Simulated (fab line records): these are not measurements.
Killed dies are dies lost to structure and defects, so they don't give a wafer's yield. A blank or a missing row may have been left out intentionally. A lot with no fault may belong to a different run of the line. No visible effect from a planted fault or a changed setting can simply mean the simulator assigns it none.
Which of the tools did it? -- flow sky130 -- 36 wafers from 12 lots sampled at 6 of the route's 708 steps

WHAT THE GAUGES READ, wafer by wafer
SKY_SD_N_OVL_MEAS_08.
lot,measured,on,SD_N_OVL (nm)
L861,day 27 17:22,overlay-02,-0.2 -2.1 -0.8
L863,day 28 14:31,overlay-01,-2.7 -2.6 0.1
L867,day 30 06:02,overlay-01,1.7 -0.7 1.1
L869,day 31 23:56,overlay-02,-0.7 -1.2 -2.7
L871,day 32 09:29,overlay-02,1.2 -0.1 2.2
L872,day 32 20:59,overlay-01,-0.1 0.4 -0.5
L875,day 33 06:05,overlay-02,-0.7 -3.9 -1.3
L876,day 33 10:38,overlay-02,0.0 -0.7 -0.6
L878,day 33 15:26,overlay-02,-2.5 -1.6 -1.1
L881,day 35 00:35,overlay-01,-0.2 -1.3 1.5
L882,day 35 02:29,overlay-01,0.2 -0.6 -1.1
L883,day 35 05:31,overlay-01,-0.4 -1.6 -3.9

SKY_CONTACT_THK_MEAS_03.
lot,measured,on,CONTACT_HDPCVD_THK (nm)
L861,day 30 06:38,film metro-04,559 565 555
L863,day 31 02:19,film metro-02,560 565 553
L867,day 32 17:49,film metro-01,557 557 563
L869,day 34 08:53,film metro-01,563 556 548
L871,day 34 18:44,film metro-01,557 549 562
L872,day 35 04:41,film metro-04,561 558 562
L875,day 35 15:10,film metro-01,568 562 559
L876,day 35 17:49,film metro-01,567 564 514
L878,day 35 23:31,film metro-01,559 559 560
L881,day 37 09:46,film metro-01,574 565 506
L882,day 37 10:21,film metro-02,573 565 566
L883,day 37 13:49,film metro-01,562 568 573

SKY_CONTACT_THK_MEAS_26: measures by xrf.
lot,measured,on,CONTACT_W_THK (nm)
L861,day 31 11:19,film metro-02,349 349 347
L863,day 32 06:57,film metro-02,358 352 361
L867,day 33 22:17,film metro-02,355 350 359
L869,day 35 12:37,film metro-01,353 351 356
L871,day 35 22:53,film metro-04,343 351 344
L872,day 36 08:49,film metro-01,347 354 346
L875,day 36 19:04,film metro-02,359 351 367
L876,day 36 21:47,film metro-01,347 356 347
L878,day 37 03:00,film metro-02,357 360 353
L881,day 38 12:26,film metro-04,348 354 353
L882,day 38 13:23,film metro-04,354 358 352
L883,day 38 17:06,film metro-02,352 364 358

WHICH TOOL RAN EACH LOT (tool, then ch and the chambers of the sampled wafers, then the start)
lot,SKY_LOCAL_INTERCONNECT_SPUTTER_00,SKY_CONTACT_HDPCVD_02,SKY_CONTACT_CMP_04
L861,"pvd sputter-04, day 29 01:02","hdpcvd-01 ch 1,2, day 30 06:34","cmp-01 ch 0,1,3, day 30 06:47"
L863,"pvd sputter-01, day 29 21:53","hdpcvd-02 ch 0,1, day 31 02:15","cmp-02 ch 0,3, day 31 02:23"
L867,"pvd sputter-01, day 31 13:12","hdpcvd-01 ch 0,1,2, day 32 17:44","cmp-01 ch 2,3, day 32 17:52"
L869,"pvd sputter-04, day 33 05:55","hdpcvd-02 ch 0,1,2, day 34 08:49","cmp-01 ch 0,1, day 34 08:58"
L871,"pvd sputter-04, day 33 16:27","hdpcvd-02 ch 0,1, day 34 18:39","cmp-02 ch 1,2,3, day 34 18:47"
L872,"pvd sputter-01, day 34 02:02","hdpcvd-02 ch 1,2, day 35 04:35","cmp-02 ch 1,2,3, day 35 04:49"
L875,"pvd sputter-01, day 34 12:20","hdpcvd-02 ch 0,1, day 35 15:05","cmp-01 ch 0,1,3, day 35 15:13"
L876,"pvd sputter-03, day 34 14:33","hdpcvd-02 ch 1,2, day 35 17:44","cmp-02 ch 1,2,3, day 35 18:01"
L878,"pvd sputter-01, day 34 19:19","hdpcvd-01 ch 0,1,2, day 35 23:25","cmp-01 ch 0,3, day 35 23:33"
L881,"pvd sputter-04, day 36 06:47","hdpcvd-02 ch 0,1,2, day 37 09:42","cmp-02 ch 1,2, day 37 09:53"
L882,"pvd sputter-01, day 36 07:58","hdpcvd-01 ch 1,2, day 37 10:17","cmp-01 ch 2,3, day 37 10:28"
L883,"pvd sputter-01, day 36 11:02","hdpcvd-01 ch 0,1,2, day 37 13:45","cmp-02 ch 2,3, day 37 13:53"
- SKY_LOCAL_INTERCONNECT_SPUTTER_00: material TiN, target thk 100 nm, time 83.3 s.
- SKY_CONTACT_HDPCVD_02: deposits SiO2, target thk 565 nm, time 94.2 s.
- SKY_CONTACT_CMP_04: polishes SiO2.

WHAT THE TOOLS THEMSELVES READ (means of the sampled wafers that have a number; where no wafer has one, the mark that the record gives instead)
SKY_LOCAL_INTERCONNECT_SPUTTER_00.
lot,tool,throttle valve pct (%)
L861,pvd sputter-04,30.4
L863,pvd sputter-01,29.6
L867,pvd sputter-01,29.5
L869,pvd sputter-04,30.4
L871,pvd sputter-04,30.5
L872,pvd sputter-01,29.6
L875,pvd sputter-01,29.7
L876,pvd sputter-03,29.9
L878,pvd sputter-01,29.3
L881,pvd sputter-04,30.3
L882,pvd sputter-01,30.3
L883,pvd sputter-01,29.5

SKY_CONTACT_HDPCVD_02.
lot,tool,run length s (s)
L861,hdpcvd-01,121.7
L863,hdpcvd-02,122.2
L867,hdpcvd-01,121.6
L869,hdpcvd-02,122.3
L871,hdpcvd-02,122.6
L872,hdpcvd-02,121.9
L875,hdpcvd-02,122.4
L876,hdpcvd-02,119.2
L878,hdpcvd-01,121.9
L881,hdpcvd-02,119.6
L882,hdpcvd-01,121.6
L883,hdpcvd-01,121.6

SKY_CONTACT_CMP_04.
lot,tool,motor current A (A),slurry flow ml min,time to endpoint s (s)
L861,cmp-01,11.4,150.0,80
L863,cmp-02,11.1,150.3,74
L867,cmp-01,12.6,149.5,80
L869,cmp-01,11.2,150.0,79
L871,cmp-02,11.1,150.3,81
L872,cmp-02,11.0,149.7,78
L875,cmp-01,11.8,149.9,81
L876,cmp-02,11.4,150.2,73
L878,cmp-01,11.5,149.9,77
L881,cmp-02,11.6,149.9,72
L882,cmp-01,12.4,149.9,83
L883,cmp-02,11.5,150.1,79

THE ANSWER, worked out from the rows above alone
Rule: the usual values come from the lots themselves. The widest of any qualifying gaps counts: lots, ordered by their means at a reading, are off when they make up no more than a third of the lots, leave a main group of 4 or more, and stand apart from it by 3 or more times the standard deviation of that group's means. If all means in a main group match to the digits the tables above print for the reading, that group is not used. Also off: a lot with no number at a reading for which 4 or more lots have one. The other lots that the step has rows for count as sound. After the gauges, taken in route order, come the tools' own readings; for these a lot's mean is taken, as printed above. At the first step where some lot is off, the reading lying furthest off is the one used; lots without a number count as furthest.
Off: L876, L881 (SKY_CONTACT_HDPCVD_02, run length s). The main group has a mean of 122.0 s with a standard deviation of 0.35.
If a tool, at that step or one of the process steps before it, ran each lot that is off and ran no sound lot following the first of them, it fits. One candidate fits, namely hdpcvd-02 at SKY_CONTACT_HDPCVD_02. A fault onset in the window from L875 (day 35 15:05, its last sound lot) to L876 (day 35 17:44, its first lot off) fits.
On the lots that are off, the tool's own readings at SKY_CONTACT_HDPCVD_02 differ by more than 5 times the standard deviation of the sound lots' means, which bears it out; run length s reads 119.4 s there versus 122.0 s on the sound lots.

WHAT WAS PUT IN BY THE SIMULATOR
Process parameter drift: hdpcvd-02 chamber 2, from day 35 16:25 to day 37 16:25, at SKY_CONTACT_HDPCVD_02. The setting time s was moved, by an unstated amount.
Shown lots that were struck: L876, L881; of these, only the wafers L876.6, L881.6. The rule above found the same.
